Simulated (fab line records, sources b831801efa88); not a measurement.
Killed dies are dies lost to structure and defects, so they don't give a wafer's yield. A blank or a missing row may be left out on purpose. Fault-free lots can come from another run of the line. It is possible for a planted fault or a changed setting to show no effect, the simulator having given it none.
Problem report, 8D (eight disciplines) form, completed by code -- flow sky130 -- the parts of the form that need people (team, actions taken, sign-off) are left out

== 1. THE ISSUE ==
SKY_POLY_GATE_ETCH_16, runLengthS: mean 164.8 s over 1 wafer from 1 lot; wafers with no fault: 175.9 s, standard deviation 0.41. Measured from the usual mean, that is -27 standard deviations.
The step: etches Si3N4 in CH3F/O2, stops on poly-Si, time 147.5 s, target depth 75 nm.
First seen on wafer L401.3, day 22 07:54, on rieDiel-04. At this step, 15 wafers from 5 lots have a number in the record. Rule for "out" (also "out of limits"): further than 4 standard deviations from the usual mean. The rest of the wafers with a number are treated as sound.

== 2. WHAT IT IS; WHAT IT IS NOT ==
question,is,is not
which readings at this step,"runLengthS, oesProductAu","drypumpMotorCurrentA, throttleValvePct"
which lots,L401,"L387, L395, L405, L406"
which wafers of those lots,L401.3,"L401.4, L401.5"
read on which tools,rieDiel-04,rieDiel-03
when,from day 22 07:54,"up to then (8 sound wafers); but 6 sound wafers of L405, L406 came after"

== 3. THE SUSPECTS, EACH WITH WHAT RULES IT OUT ==
Counting: any tool at a process step up to the reading remains a suspect provided it ran every lot that is out. Sound lots after the first of them don't rule it out here, since some wafers of a struck lot are sound.
- rieDiel-04 at SKY_POLY_GATE_ETCH_15 (etches BARC in N2/H2, stops on SiO2, time 118.5 s, target depth 110 nm): kept. It processed L401, the lot that is out, at day 22 07:49, and its most recent sound lot before then was L395 at day 20 08:10.
- rieDiel-04 at SKY_POLY_GATE_ETCH_16 (etches Si3N4 in CH3F/O2, stops on poly-Si, time 147.5 s, target depth 75 nm): kept. It processed L401, the lot that is out, at day 22 07:54, and its most recent sound lot before then was L395 at day 20 08:15. On those wafers its own readings are out: oesProductAu, runLengthS.
- At SKY_POLY_GATE_ETCH_15 on rieDiel-04, chamber 0 took the sound wafers of the same lots and chamber 1 took the wafers that are out.
- At SKY_POLY_GATE_ETCH_16 on rieDiel-04, chamber 0 took the sound wafers of the same lots and chamber 1 took the wafers that are out.
Remaining after the count are rieDiel-04 at SKY_POLY_GATE_ETCH_15 and rieDiel-04 at SKY_POLY_GATE_ETCH_16.

== 4. THE CAUSE (what the simulator had put in) ==
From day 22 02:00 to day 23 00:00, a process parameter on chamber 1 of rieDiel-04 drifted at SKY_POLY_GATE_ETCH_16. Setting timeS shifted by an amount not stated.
This tool is one of the 2 suspects left after counting.

== 5. THE EFFECT CHAIN, in route order ==
Each row: a reading where the mean over the struck wafers with a number is more than 3 standard deviations away from the usual. Only readings whose record carries a usual standard deviation are examined. hours: median over the lots of the time between each lot's start at the first step of this table that gives one and its start at this step. sigmas: the change, counted in usual standard deviations.
hours,step,reading,usual,on struck wafers,change,sigmas
0,SKY_POLY_GATE_ETCH_16,oesProductAu,0.640 a.u.,0.675,+0.035,+7.0
0,SKY_POLY_GATE_ETCH_16,runLengthS,175.9 s,164.8,-11.1,-27
The process steps in it:
- SKY_POLY_GATE_ETCH_16: etches Si3N4 in CH3F/O2, stops on poly-Si, time 147.5 s, target depth 75 nm.

== 6. HOW IT WOULD HAVE BEEN CAUGHT EARLIER ==
In this record the first reading out of limits was taken at day 22 07:54, 6 hours after the fault began at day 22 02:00.
